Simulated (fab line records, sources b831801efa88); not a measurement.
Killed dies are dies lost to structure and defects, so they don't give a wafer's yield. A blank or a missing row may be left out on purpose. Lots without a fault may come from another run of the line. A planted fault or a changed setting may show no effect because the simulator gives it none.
Which tool did it? | flow gf180mcu | 15 lots, 45 wafers sampled, at 2 steps of a route of 602

WHAT THE GAUGES READ, wafer by wafer
GF_V3_THK_MEAS_01.
lot  | measured     | on            | V3_CVD_00_THK (nm)
L929 | day 21 09:23 | film_metro-01 | 597 601 596
L930 | day 21 18:29 | film_metro-01 | 608 609 614
L931 | day 21 22:22 | film_metro-04 | 589 598 596
L933 | day 22 21:49 | film_metro-01 | 596 598 599
L934 | day 23 05:38 | film_metro-03 | 599 602 598
L935 | day 23 09:22 | film_metro-03 | 606 604 594
L937 | day 24 07:04 | film_metro-03 | 605 589 599
L940 | day 25 05:55 | film_metro-03 | 605 608 615
L941 | day 25 14:40 | film_metro-04 | 594 598 590
L942 | day 25 19:10 | film_metro-03 | 602 601 604
L943 | day 26 05:22 | film_metro-03 | 604 605 604
L944 | day 26 10:03 | film_metro-01 | 601 610 609
L948 | day 27 19:43 | film_metro-01 | 516 519 523
L949 | day 28 06:56 | film_metro-01 | 502 512 510
L951 | day 28 17:23 | film_metro-01 | 510 514 512

WHICH TOOL RAN EACH LOT (tool, then ch and the chambers of the sampled wafers, then the start)
lot  | GF_V3_CVD_00
L929 | hdpcvd-01 ch 0,1, day 21 09:17
L930 | hdpcvd-01 ch 1,2, day 21 18:23
L931 | hdpcvd-02 ch 0,2, day 21 22:17
L933 | hdpcvd-02 ch 0,1, day 22 21:44
L934 | hdpcvd-02 ch 0,1, day 23 05:34
L935 | hdpcvd-02 ch 0,1, day 23 09:16
L937 | hdpcvd-02 ch 0,2, day 24 07:00
L940 | hdpcvd-01 ch 0,1, day 25 05:50
L941 | hdpcvd-01 ch 1,2, day 25 14:35
L942 | hdpcvd-02 ch 0,1, day 25 19:05
L943 | hdpcvd-02 ch 0,1, day 26 05:18
L944 | hdpcvd-02 ch 0,1, day 26 09:58
L948 | hdpcvd-01 ch 0,1, day 27 19:37
L949 | hdpcvd-01 ch 1,2, day 28 06:50
L951 | hdpcvd-01 ch 1,2, day 28 17:18
- GF_V3_CVD_00: deposits SiO2, target thk 600 nm, time 100 s.

WHAT THE TOOLS THEMSELVES READ (means of the sampled wafers that have a number; where no wafer has one, the mark that the record gives instead)
GF_V3_CVD_00.
lot  | tool      | pressure_mtorr (mTorr) | sih4_flow_sccm (sccm)
L929 | hdpcvd-01 | 5.987                  | 59.95
L930 | hdpcvd-01 | 5.999                  | 60.07
L931 | hdpcvd-02 | 6.004                  | 59.90
L933 | hdpcvd-02 | 5.998                  | 59.98
L934 | hdpcvd-02 | 6.004                  | 59.84
L935 | hdpcvd-02 | 6.001                  | 60.05
L937 | hdpcvd-02 | 5.998                  | 60.06
L940 | hdpcvd-01 | 6.004                  | 59.93
L941 | hdpcvd-01 | 5.993                  | 60.26
L942 | hdpcvd-02 | 5.985                  | 60.08
L943 | hdpcvd-02 | 6.016                  | 60.03
L944 | hdpcvd-02 | 6.017                  | 60.02
L948 | hdpcvd-01 | 6.001                  | 50.76
L949 | hdpcvd-01 | 5.988                  | 50.98
L951 | hdpcvd-01 | 5.999                  | 50.93

THE ANSWER, worked out from the rows above alone
Rule: what is usual is taken from the lots themselves. Put in order of their means at a reading, lots are off if they are a third of the lots or fewer, leave a main group of 4 or more, and stand apart from it by a gap of 3 or more times the standard deviation of the main group's means; of several such gaps the widest counts. A main group whose means are all the same, to the digits that the tables above print for the reading, isn't used. A lot without any number at a reading at which 4 lots or more have one is off too. The other lots that the step has rows for count as sound. The gauges are gone through in route order, then the tools' own readings, and for those a lot's mean is taken as printed above. The first step at which some lot is off is used, and at that step the reading that is off furthest; a lot without a number counts as furthest.
Off: L948, L949, L951, at GF_V3_THK_MEAS_01 (V3_CVD_00_THK). The main group: mean 601 nm, standard deviation 5.2.
A tool fits if, at a process step before that reading, it ran every lot that is off, and no sound lot after the first of them. The gauges at GF_V3_THK_MEAS_01 aren't tried: what is off there is off at GF_V3_CVD_00 too, on other tools, and a gauge's error can't cause that. One fits: hdpcvd-01 at GF_V3_CVD_00. Its last sound lot is L941 (day 25 14:35), its first lot that is off L948 (day 27 19:37): a fault that began between those two fits.
The tool's own readings at GF_V3_CVD_00 bear it out: on the lots that are off they differ by more than 5 times the standard deviation of the sound lots' means. sih4_flow_sccm reads 50.89 sccm there against 60.01 sccm on the sound lots.

WHAT THE SIMULATOR HAD PUT IN
Process parameter drift: hdpcvd-01, from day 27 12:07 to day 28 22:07, at GF_V3_CVD_00. Setting sih4_flow_sccm, moved by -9, from 60. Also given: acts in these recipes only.
Lots struck among those shown: L948, L949, L951. The rule above found the same.
